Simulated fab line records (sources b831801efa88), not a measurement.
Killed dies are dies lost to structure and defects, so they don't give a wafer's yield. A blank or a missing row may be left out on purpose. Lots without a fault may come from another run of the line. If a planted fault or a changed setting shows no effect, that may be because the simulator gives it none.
A single fault, viewed from 2 desks ; flow gf180mcu ; each desk holds nothing but its own numbers, with what lay behind them at the end

THE METROLOGY DESK
Means of the sampled wafers that have a number, per lot and without regard to the tool the lot ran on: this is what the gauges read. A lot is out of limits, marked OUT, if its mean lies more than 4 standard deviations from the usual mean; the brackets give that distance.
Columns: A = TOP_METAL_OVL at GF_TOP_METAL_OVL_MEAS_15, usual -1.4 nm
lot;first seen here;A
L563;day 27 22:00;-3.0
L564;day 28 10:34;-0.6
L565;day 28 16:48;-2.7
L568;day 29 18:10;-1.2
L569;day 29 20:24;-0.0
L570;day 30 04:47;-2.6
L571;day 30 13:30;-0.3
L572;day 30 21:02;-2.5
L574;day 31 10:28;-1.5
L582;day 33 12:15;-2.5
L583;day 33 22:02;-0.6
L584;day 33 22:37;-1.2
L586;day 34 03:20;-1.0
This desk's verdict: no lot among the 13 shows anything out of limits.

AT THE TOOL OWNER'S DESK: rie_metal-04
The tool's own readings at GF_M4_METAL_ETCH_16 (etches the open film in Cl2/BCl3, stops on SiO2, target depth 627.5 nm, time 104.6 s): means of the sampled wafers that have a number, for each lot that ran on this tool. A lot is out of limits, marked OUT, if its mean lies more than 4 standard deviations from the usual mean; the brackets give that distance.
Columns: A = drypump_motor_current_A at GF_M4_METAL_ETCH_16, usual 5.7 A; B = oes_product_au at GF_M4_METAL_ETCH_16, usual 0.973 a.u.; C = throttle_valve_pct at GF_M4_METAL_ETCH_16, usual 28.250 %
lot;first seen here;A;B;C
L568;day 25 06:33;6.3;0.974;28.252
L571;day 26 04:57;5.6;0.969;28.241
L572;day 26 14:17;5.6;0.970;28.242
L582;day 29 16:38;5.3;0.967;28.256
L583;day 30 01:50;5.3;0.975;28.243
This desk's verdict: no lot among the 5 shows anything out of limits.

PUT TOGETHER
Metrology desk: nothing out of limits seen.
The tool owner's desk saw nothing out of limits.

WHAT THE SIMULATOR HAD INSERTED
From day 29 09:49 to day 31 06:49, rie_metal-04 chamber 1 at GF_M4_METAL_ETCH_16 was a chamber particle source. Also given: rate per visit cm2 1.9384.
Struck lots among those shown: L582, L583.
